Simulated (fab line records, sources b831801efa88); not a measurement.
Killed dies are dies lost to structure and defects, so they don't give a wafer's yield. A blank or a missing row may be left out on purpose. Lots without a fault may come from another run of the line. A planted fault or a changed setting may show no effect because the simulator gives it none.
Which tool did it? | flow gf180mcu | 12 lots, 36 wafers sampled, at 2 steps of a route of 602

WHAT THE GAUGES READ, wafer by wafer
GF_POLY_GATE_THK_MEAS_01.
lot  | measured     | on            | POLY_GATE_CVD_00_THK (nm)
L166 | day 8 11:26  | film_metro-03 | 199.6 200.8 199.3
L167 | day 8 17:08  | film_metro-04 | 198.5 197.8 197.6
L168 | day 9 00:52  | film_metro-03 | 197.2 197.7 198.9
L169 | day 9 13:14  | film_metro-04 | 199.5 199.4 200.8
L170 | day 9 18:51  | film_metro-01 | 196.9 195.4 196.2
L171 | day 10 01:19 | film_metro-01 | 196.0 200.4 198.9
L172 | day 10 10:23 | film_metro-04 | 200.1 200.1 198.4
L173 | day 10 13:13 | film_metro-03 | 202.9 202.5 203.7
L178 | day 12 02:50 | film_metro-03 | 199.0 200.5 198.6
L184 | day 13 20:47 | film_metro-01 | 200.7 200.2 200.1
L186 | day 14 08:34 | film_metro-04 | 199.7 200.6 200.2
L187 | day 14 17:16 | film_metro-01 | 202.5 204.0 204.5

GF_POLY_GATE_THK_MEAS_17.
lot  | measured     | on            | POLY_GATE_OXIDATION_THK (nm)
L166 | day 9 06:13  | film_metro-03 | 3.96 3.89 3.85
L167 | day 9 12:04  | film_metro-03 | 4.06 4.16 4.02
L168 | day 9 20:46  | film_metro-01 | 3.92 3.82 3.88
L169 | day 10 08:58 | film_metro-03 | 4.11 3.98 3.99
L170 | day 10 14:55 | film_metro-01 | 4.10 3.93 3.96
L171 | day 10 21:46 | film_metro-01 | 3.96 3.95 3.95
L172 | day 11 07:46 | film_metro-01 | 3.90 3.99 3.85
L173 | day 11 09:47 | film_metro-01 | 3.96 3.94 3.99
L178 | day 13 00:19 | film_metro-03 | 4.07 4.07 4.12
L184 | day 14 19:42 | film_metro-01 | 3.91 4.03 4.02
L186 | day 15 08:21 | film_metro-01 | 3.90 3.90 3.93
L187 | day 15 18:20 | film_metro-04 | 3.95 3.98 3.96

WHICH TOOL RAN EACH LOT (tool, then ch and the chambers of the sampled wafers, then the start)
The record holds no process step before these readings.

WHAT THE TOOLS THEMSELVES READ (means of the sampled wafers that have a number; where no wafer has one, the mark that the record gives instead)
The record holds no such reading with a usual standard deviation.

THE ANSWER, worked out from the rows above alone
Rule: what is usual is taken from the lots themselves. Put in order of their means at a reading, lots are off if they are a third of the lots or fewer, leave a main group of 4 or more, and stand apart from it by a gap of 3 or more times the standard deviation of the main group's means; of several such gaps the widest counts. A main group whose means are all the same, to the digits that the tables above print for the reading, isn't used. A lot without any number at a reading at which 4 lots or more have one is off too. The other lots that the step has rows for count as sound. The gauges are gone through in route order, then the tools' own readings, and for those a lot's mean is taken as printed above. The first step at which some lot is off is used, and at that step the reading that is off furthest; a lot without a number counts as furthest.
No lot is off at any reading shown: from this, nothing can be told.

WHAT THE SIMULATOR HAD PUT IN
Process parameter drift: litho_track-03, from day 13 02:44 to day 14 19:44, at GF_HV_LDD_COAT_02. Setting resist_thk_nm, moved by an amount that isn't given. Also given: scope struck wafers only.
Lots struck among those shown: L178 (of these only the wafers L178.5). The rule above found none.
